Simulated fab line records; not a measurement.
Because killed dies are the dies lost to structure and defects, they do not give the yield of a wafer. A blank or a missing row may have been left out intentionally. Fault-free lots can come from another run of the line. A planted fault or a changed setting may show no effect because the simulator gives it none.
fab line records | flow sky130
record lots=7 wafers=18 lastDay=51
route steps=708 shown POLY_CUT@312 SD_P@320 PAD_OPEN@708
lots that met no fault: from a run of the same line without faults
startH: start of the lot's first displayed wafer, in hours after the record's first day | waitH: hours elapsed since this lot's preceding step | " as in the row above | L1.1+2: a single row standing in for several wafers | - no value present, or no start provided | * or withheld: withheld | < > ~ a bound
route shown NAME@n: a module of which the file shows steps, and the number in the route of the first | usual: mean/standard deviation of fault-free wafers | same: alike in all rows | chamber/n: place in a boat | sites: each site's reading | _std_site: standard deviation across them | _edge_site: outer sites' mean less inner sites' | radiusMm: for every site, how far away it sits from the centre of the wafer | mask NAME#n: copy n | behind: tool/chamber where the wafer was last shaped | hold: the reason the lot was held/the length of the hold in hours/how it ended | device: transistor that didn't switch, given as n, p or np | end of line: tests of these same wafers at the route's end | where a step has no rows: the recipe by itself | killed: at the first sort, the dies lost to defects and structure; wafer yield is something else | map: dies across one wafer; x = killed, . = not, _ = none there
set.NAME: the setting the step ran with; set.NAME@STEP: the setting that earlier step ran with | model.NAME: the simulator's own value behind a step, which no gauge read
lots seen at some steps along the route; tables by step, rows by wafer
services: from which hour (startH, from the record's first day; less than 0 if before it) a tool's chamber was out of use, for how many hours, and why
## steps
# step SKY_POLY_CUT_EXPOSE_05
# recipe maskId=NPCM na=0.8 sourceShape=annular sigmaInner=0.55 sigmaOuter=0.85 targetCdNm=270 doseMj=32
# step SKY_POLY_CUT_PEB_06
# recipe pebTempC=withheld pebTimeS=withheld resist=KrF-thick
# step SKY_POLY_CUT_DEVELOP_07
# recipe developTimeS=60 resist=KrF-thick devTempC=21
# step SKY_POLY_CUT_CD_MEAS_08
# recipe targetCdNm=270
# usual cdNm=269.9/1.6
# columns lot.wafer tool chamber startH waitH cdNm
L932.2 cdSem-02 - 617.51 - 269.6
L932.4 " - " " 269.4
L932.5 " - " " 270.7
L934.1 cdSem-01 - 631.44 - 271.9
L934.3 " - " " 271.1
L934.4 " - " " 271.3
L933.4 cdSem-02 - 631.85 - 271.1
L933.5 " - " " 270.1
L936.4 cdSem-01 - 658.15 - 268.7
L936.5 " - " " 269.8
L937.3 cdSem-01 - 659.43 - 272.4
L937.4 " - " " 273.9
L947.1 cdSem-01 - 741.67 - 270.1
L947.2 " - " " 270.8
L947.6 " - " " 270.8
L949.2 cdSem-02 - 750.36 - 268.8
L949.5 " - " " 269.4
L949.6 " - " " 269.2
# step SKY_POLY_CUT_OVL_MEAS_09
# usual POLY_CUT_OVL=-2/4.9
# columns lot.wafer tool chamber startH waitH POLY_CUT_OVL[nm]
L932.2 overlay-02 - 617.61 0.1 1
L932.4 " - " " 3
L932.5 " - " " 4
L934.1 overlay-02 - 631.56 0.1 -3
L934.3 " - " " -4
L934.4 " - " " -10
L933.4 overlay-02 - 631.93 0.1 -5
L933.5 " - " " -7
L936.4 overlay-02 - 658.23 0.1 -2
L936.5 " - " " -3
L937.3 overlay-01 - 659.52 0.1 4
L937.4 " - " " 2
L947.1 overlay-02 - 741.79 0.1 -9
L947.2 " - " " -6
L947.6 " - " " -7
L949.2 overlay-01 - 750.47 0.1 -8
L949.5 " - " " -2
L949.6 " - " " -3
# step SKY_POLY_CUT_ETCH_10
# recipe chemistry=N2/H2 target=BARC ionEnergyEv=200 sourceW=500 biasW=100 pressureMtorr=30 n2FlowSccm=100 h2FlowSccm=200 stopOn=SiO2 timeS=45.9 targetDepthA=600
# usual drypumpMotorCurrentA=5.6/0.47 oesProductAu=0.855/0.0049 throttleValvePct=13.225/0.01
# columns lot.wafer tool chamber startH waitH drypumpMotorCurrentA oesProductAu rfHoursCounterH throttleValvePct
L932.2 rieDiel-04 0 617.64 0.0 6.2 0.857 6 13.234
L932.4 " 3 " " 5.9 0.846 12 13.240
L932.5 " 0 " " 6.2 0.860 - 13.231
L934.1 rieDiel-04 1 631.60 0.0 4.8 0.848 17 13.240
L934.3 " 2 " " 5.4 0.854 5 13.223
L934.4 " 0 " " 6.2 0.859 6 13.207
L933.4 rieDiel-02 2 631.95 0.0 5.9 0.850 11 13.221
L933.5 " 3 " " 5.3 0.854 - 13.213
L936.4 rieDiel-02 0 658.24 0.0 5.3 0.851 13 13.232
L936.5 " 3 " " 5.3 0.858 - 13.218
L937.3 rieDiel-04 1 659.55 0.0 4.8 0.863 18 13.222
L937.4 " 3 " " 5.9 0.856 12 13.218
L947.1 rieDiel-02 1 741.83 0.0 5.0 0.860 5 13.229
L947.2 " 3 " " 5.3 0.863 0 13.232
L947.6 " 2 " " 5.9 0.864 - 13.213
L949.2 rieDiel-02 0 750.50 0.0 5.3 0.856 15 13.222
L949.5 " 2 " " 5.9 0.860 - 13.222
L949.6 " 3 " " 5.3 0.851 - 13.232
# step SKY_POLY_CUT_ETCH_11
# recipe target=Si3N4 chemistry=CF4/CH2F2/Ar stopOn=poly-Si sourceW=600 biasW=150 pressureMtorr=40 cf4FlowSccm=40 ch2f2FlowSccm=20 Ar_flow_sccm=150 timeS=42.5 targetDepthA=600
# usual drypumpMotorCurrentA=5.6/0.47 mfcArSccm=150.0/0.43 oesProductAu=0.828/0.0055 throttleValvePct=14.993/0.0086
# columns lot.wafer tool chamber startH waitH drypumpMotorCurrentA mfcArSccm oesProductAu rfHoursCounterH throttleValvePct
L932.2 rieDiel-04 0 617.69 0.0 6.2 149.5 0.830 6 14.998
L932.4 " 3 " " 5.9 149.4 0.836 12 14.996
L932.5 " 0 " " 6.2 150.7 0.823 - 15.000
L934.1 rieDiel-04 1 631.64 0.0 4.8 150.0 0.824 17 14.994
L934.3 " 2 " " 5.3 150.1 0.821 5 15.010
L934.4 " 0 " " 6.2 150.2 0.839 6 14.994
L933.4 rieDiel-02 2 631.99 0.0 5.9 149.8 0.826 11 15.002
L933.5 " 3 " " 5.3 149.2 0.833 - 14.978
L936.4 rieDiel-02 0 658.29 0.0 5.3 149.8 0.829 13 15.002
L936.5 " 3 " " 5.3 150.6 0.834 - 14.991
L937.3 rieDiel-04 1 659.59 0.0 4.8 150.6 0.826 18 14.997
L937.4 " 3 " " 5.9 150.8 0.828 12 14.999
L947.1 rieDiel-02 1 741.87 0.0 5.0 149.9 0.818 5 14.987
L947.2 " 3 " " 5.2 149.4 0.825 0 14.984
L947.6 " 2 " " 5.9 150.1 0.838 - 14.980
L949.2 rieDiel-02 0 750.54 0.0 5.3 149.8 0.830 15 14.993
L949.5 " 2 " " 5.9 150.0 0.830 - 14.990
L949.6 " 3 " " 5.3 150.4 0.840 - 14.989
# step SKY_POLY_CUT_STRIP_12
# recipe chemistry=O2/N2 powerW=1400 pressureMtorr=1500 platenTempC=withheld o2FlowSccm=3000 n2FlowSccm=300 overashFraction=0.5
# usual drypumpMotorCurrentA=5.7/0.5 oesProductAu=0.452/0.0047 stripTimeToEndpointS=5.350/0.015
# same overashFraction=0.5
# columns lot.wafer tool chamber startH waitH drypumpMotorCurrentA oesProductAu rfHoursCounterH stripTimeToEndpointS
L932.2 plasmaAsher-01 0 617.73 0.0 5.0 0.455 50 5.376
L932.4 " 1 " " 5.8 0.447 - 5.362
L932.5 " 1 " " 5.8 0.457 - 5.354
L934.1 plasmaAsher-04 1 631.68 0.0 6.1 0.439 92 5.342
L934.3 " 0 " " 6.4 0.455 - 5.369
L934.4 " 1 " " 6.1 0.455 - 5.365
L933.4 plasmaAsher-02 1 632.06 0.1 5.2 0.451 - 5.346
L933.5 " 0 " " 5.4 0.454 - 5.348
L936.4 plasmaAsher-01 1 658.36 0.1 5.8 0.448 - 5.340
L936.5 " 1 " " 5.8 0.459 - 5.328
L937.3 plasmaAsher-04 1 659.66 0.1 6.1 0.451 - 5.351
L937.4 " 0 " " 6.4 0.457 - 5.344
L947.1 plasmaAsher-02 1 741.91 0.0 5.1 0.450 92 5.323
L947.2 " 0 " " 5.4 0.455 92 5.343
L947.6 " 0 " " 5.5 0.447 - 5.339
L949.2 plasmaAsher-02 1 750.58 0.0 5.2 0.458 92 5.371
L949.5 " 0 " " 5.4 0.450 - 5.347
L949.6 " 1 " " 5.1 0.450 - 5.352
# step SKY_SD_P_DEHYDRATE_00
# recipe tempC=200 timeS=60
# step SKY_SD_P_HMDS_01
# recipe primeTimeS=60 primeTempC=120
# step SKY_SD_P_COAT_02
# recipe resist=NOVOLAK spinRpm=3000 resistThkNm=1140
# step SKY_SD_P_SOFTBAKE_03
# recipe tempC=90 timeS=60 resist=NOVOLAK
# step SKY_SD_P_EXPOSE_04
# recipe maskId=PSDM na=0.6 sourceShape=conventional sigmaOuter=0.6 polarization=unpolarized targetCdNm=380 doseMj=138
# columns lot.wafer tool chamber startH waitH mask
L932.2+4+5 ilineStepper-01 0 632.82 - PSDM#0
L934.1+3+4 ilineStepper-02 0 646.38 - PSDM#0
L933.4+5 ilineStepper-02 0 646.76 - PSDM#0
L936.4+5 ilineStepper-02 0 672.76 - PSDM#0
L937.3+4 ilineStepper-02 0 674.21 - PSDM#0
L947.1+2+6 ilineStepper-02 0 755.53 - PSDM#0
L949.2+5+6 ilineStepper-01 0 764.63 - PSDM#0
# step SKY_SD_P_PEB_05
# recipe tempC=withheld timeS=* resist=NOVOLAK
# step SKY_SD_P_DEVELOP_06
# recipe resist=NOVOLAK developer=TMAH developTimeS=60 devTempC=23
# step SKY_SD_P_CD_MEAS_07
# recipe targetCdNm=380
# usual cdNm=379.2/2.5
# columns lot.wafer tool chamber startH waitH cdNm
L932.2 cdSem-02 - 647.24 0.1 377.2
L932.4 " - " " 377.9
L932.5 " - " " 377.7
L934.1 cdSem-01 - 660.94 0.1 378.7
L934.3 " - " " 376.8
L934.4 " - " " 378.1
L933.4 cdSem-02 - 661.37 0.1 360.9
L933.5 " - " " 380.2
L936.4 cdSem-01 - 687.12 0.1 362.1
L936.5 " - " " 378.1
L937.3 cdSem-01 - 688.73 0.1 362.9
L937.4 " - " " 364.9
L947.1 cdSem-02 - 768.89 0.1 381.0
L947.2 " - " " 381.8
L947.6 " - " " 384.0
L949.2 cdSem-01 - 778.08 0.1 380.2
L949.5 " - " " 376.8
L949.6 " - " " 374.0
# step SKY_SD_P_OVL_MEAS_08
# usual SD_P_OVL=0.9/1.5
# columns lot.wafer tool chamber startH waitH SD_P_OVL[nm]
L932.2 overlay-02 - 647.35 0.1 -1.5
L932.4 " - " " -2.4
L932.5 " - " " -1.2
L934.1 overlay-02 - 661.06 0.1 1.1
L934.3 " - " " 2.4
L934.4 " - " " 1.2
L933.4 overlay-01 - 661.45 0.1 2.2
L933.5 " - " " 1.6
L936.4 overlay-02 - 687.20 0.1 0.9
L936.5 " - " " 1.2
L937.3 overlay-01 - 688.83 0.1 3.7
L937.4 " - " " 2.2
L947.1 overlay-02 - 769.01 0.1 1.4
L947.2 " - " " 2.1
L947.6 " - " " 2.1
L949.2 overlay-01 - 778.19 0.1 2.6
L949.5 " - " " 2.2
L949.6 " - " " 2.9
# step SKY_PAD_OPEN_PROBE_99
# usual killed_at_M0_to_M3=44/7.2 killed_at_M4_up=2.9/1.8 killedAtContacts=24/5.2 killedAtFrontEnd=15/4 killedAtOther=0.2/0.49 killedDies=85/9.1 killedOpen=47/6.8 killedShort=38/5.7
# same grossDies=492 killedAtBackSide=0
# columns lot.wafer tool chamber startH waitH killed_at_M0_to_M3 killed_at_M4_up killedAtContacts killedAtFrontEnd killedAtOther killedDies killedOpen killedShort
L933.4 prober-01 - 1138.99 0.2 36 4 32 14 0 86 47 39
L933.5 prober-01 - 1139.04 0.2 35 0 25 16 0 76 48 28
L937.4 prober-02 - 1156.99 0.2 33 5 26 16 0 80 42 38
# killed by level:class
L933.4 CONTACT:geometricParticle:open=15 VIA2:geometricParticle:open=9 VIA1:geometricParticle:open=8 FIELD_ISO:geometricParticle:short=6 LI_CONTACT:geometricParticle:open=6 METAL1:geometricParticle:short=5 VIA1:geometricParticle:short=4 METAL3:geometricParticle:short=4
L933.5 LI_CONTACT:geometricParticle:open=11 VIA2:geometricParticle:open=9 CONTACT:geometricParticle:open=8 FIELD_ISO:geometricParticle:open=5 VIA1:geometricParticle:open=5 FIELD_ISO:geometricParticle:short=4 VIA3:geometricParticle:short=4 METAL2:geometricParticle:short=4
L937.4 LI_CONTACT:geometricParticle:open=11 VIA3:geometricParticle:open=7 VIA1:geometricParticle:open=6 CONTACT:geometricParticle:open=5 METAL1:geometricParticle:short=5 METAL4:geometricParticle:short=4 LI_CONTACT:geometricParticle:short=4 VIA1:geometricParticle:short=4
## services
# columns tool chamber startH hours kind
rieDiel-04 - 613.83 0.1 repair
plasmaAsher-02 - 635.27 2.8 pm
ilineStepper-01 - 642.06 8.8 repair
ilineStepper-02 - 652.70 1.7 pm
rieDiel-02 3 659.43 1.2 repair
rieDiel-04 0 666.77 4.9 repair
ilineStepper-01 - 679.17 1.7 pm
rieDiel-02 - 684.87 1.1 repair
plasmaAsher-01 - 690.53 2.8 pm
rieDiel-04 0 697.34 1.5 repair
rieDiel-02 3 706.35 - clean
rieDiel-02 3 706.35 17.7 scheduledDown
rieDiel-02 3 706.35 17.7 ventCycle
plasmaAsher-04 - 733.75 9.0 pm
plasmaAsher-04 0 733.75 9.0 ventCycle
plasmaAsher-04 1 733.75 9.0 ventCycle
rieDiel-04 1 737.07 15.9 repair
rieDiel-04 2 737.77 10.9 repair
plasmaAsher-04 0 742.75 - clean
plasmaAsher-04 1 742.75 - clean
ilineStepper-01 - 744.85 3.5 repair
rieDiel-02 - 748.10 0.9 repair
## key
firstSign step=SKY_SD_P_CD_MEAS_07 reading=cdNm direction=down sigmas=6.6 usual=379.2 struck=362.7
effect none on later readings
metAt SKY_SD_P_EXPOSE_04
struckWafers L933.4,L936.4,L937.3,L937.4
testerLeftOut L933,L936,L937
onsetBetween 646.38 646.76
fault kind=processParameterDrift tool=ilineStepper-02 chamber=- onsetH=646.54 steps=SKY_SD_P_EXPOSE_04 channel=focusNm offset=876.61 shape=step endH=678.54 scope=struckWafersOnly
# testerLeftOut: of these lots the tester's yield and bins aren't shown, on N5 and GAA mostly nor the transistor test; their killed dies are dies lost to structure and defects alone, not to doping, threshold or leakage, so they don't give the yield
